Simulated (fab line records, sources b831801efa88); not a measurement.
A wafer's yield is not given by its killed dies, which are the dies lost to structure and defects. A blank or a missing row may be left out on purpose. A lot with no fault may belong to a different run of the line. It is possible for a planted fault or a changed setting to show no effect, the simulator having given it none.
A lot that was struck, set against a sound lot    flow gf180mcu    17 out of 602 route steps
Sound: these wafers, L514.1, L514.5, L514.6. The struck wafers were L511.1, L511.5, L511.6. Last of all comes the cause.
Per side, at each step with rows, come the tool, then ch with its chambers, and then its first start. Under that, the readings that differ: sound wafers    struck wafers    difference of the means    sigmas: that difference in standard deviations of wafers without a fault.
alike: readings whose means differ by less than 2 such deviations, and words and numbers that are the same on both sides. not compared: withheld readings, readings that some wafer has no value for, bounds like >300 that may hide the same value, and numbers for which the record gives no deviation and whose values overlap.
A row with sigmas, a row that says differs or no value, or rows on one side alone: a step with any of these is where the two part. When numbers do not overlap yet have no deviation, they are printed without sigmas and do not part them. A reading missing from all wafers of one side parts the sides only when that side holds two or more wafers.

first, 3 steps without rows for these wafers: GF_V3_EXPOSE_11 (exposes mask Via3, target cd 260 nm); GF_V3_PEB_12 (peb time 90 s); GF_V3_DEVELOP_13 (develop time 60 s).
GF_V3_CD_MEAS_14: target cd 260 nm.
  sound on cd_sem-01 at day 29 10:43; struck on cd_sem-01 at day 28 14:01
  alike: cd_nm
GF_V3_OVL_MEAS_15:
  sound on overlay-01 at day 29 10:50; struck on overlay-01 at day 28 14:08
  alike: V3_OVL
GF_V3_ETCH_16: etches BARC in N2/H2.
  sound on rie_diel-01 ch 0,3, day 29 10:52; struck on rie_diel-01 ch 0,3, day 28 14:10
  alike: drypump_motor_current_A, h2_flow_sccm, oes_product_au, throttle_valve_pct
GF_V3_ETCH_17: etches SiO2 in C4F8/O2/Ar, stops on TiN, target depth 635 nm.
  sound: rie_diel-01 ch 0,3; struck: rie_diel-01 ch 0,3
  alike: oes_product_au
GF_V3_STRIP_18: strips in O2/N2.
  sound on plasma_asher-03 ch 0,1, day 29 11:00; struck on plasma_asher-03 ch 0,1, day 28 14:17
  alike: drypump_motor_current_A, heater_power_w, oes_product_au
  not compared: rf_hours_counter_h
then, 2 steps without rows for these wafers: GF_V3_STRIP_19 (strips in post etch residue remover, time 1200 s); GF_V3_CLEAN_20 (cleans in DIW).
GF_V3_SPUTTER_21: material Ti, target thk 15 nm, time 80.02 s.
  sound on pvd_sputter-02 at day 29 11:34; struck on pvd_sputter-01 at day 28 14:50
  alike: cathode_dc_power_W, throttle_valve_pct
GF_V3_SPUTTER_22: material TiN, target thk 10 nm, time 40 s.
  sound on pvd_sputter-02 at day 29 11:38; struck on pvd_sputter-01 at day 28 14:54
  alike: cathode_dc_power_W, throttle_valve_pct
GF_V3_CVD_23: deposits W, target thk 350 nm, time 104.9 s.
  sound on cvd_w-01 ch 0,1, day 29 11:40; struck on cvd_w-01 ch 0,1, day 28 14:56
  no value came back on the struck wafers for chamber_pressure_Torr (Torr), heater_power_outer_w (W), heater_power_w (W); on the sound wafers chamber_pressure_Torr (Torr) reads 40.04 40.04 39.94
GF_V3_RS_MEAS_24: a four-point-probe measurement.
  sound on film_metro-04 at day 29 11:47; struck on film_metro-02 at day 28 15:03
reading           sound              struck                difference  sigmas
V3_W_RS (ohm/sq)  0.332 0.329 0.330  44.498 44.232 44.102  +43.947     +99 or more
GF_V3_THK_MEAS_25: measures by xrf.
  sound on film_metro-04 at day 29 11:54; struck on film_metro-02 at day 28 15:10
reading        sound        struck    difference  sigmas
V3_W_THK (nm)  353 359 357  <0 <0 <0  differs     
GF_V3_CMP_26: polishes, stops on SiO2, t overpolish 15 s, target thk 0 nm.
  sound on cmp-02 ch 0,1,2, day 29 12:07; struck on cmp-01 ch 2,3, day 28 15:14
reading                 sound     struck  difference  sigmas
time_to_endpoint_s (s)  84 84 82  4 2 3   -80         -26
  alike: head_pressure_psi, motor_current_A, slurry_filter_dp_kPa
-- the record jumps here: 6 days lie between the struck wafers' starts before and after (it left off in module V3 and takes up again in module PASSIVATION, whose first step shown is number 602 of the route) --
GF_PASSIVATION_PROBE_99:
  the record has rows for the struck wafers here (prober-02, day 34 05:51) and none for the sound ones

## WHERE THEY PART
At GF_V3_CVD_23 first; at GF_PASSIVATION_PROBE_99 last (within this record only).

WHY: whatever the simulator had introduced
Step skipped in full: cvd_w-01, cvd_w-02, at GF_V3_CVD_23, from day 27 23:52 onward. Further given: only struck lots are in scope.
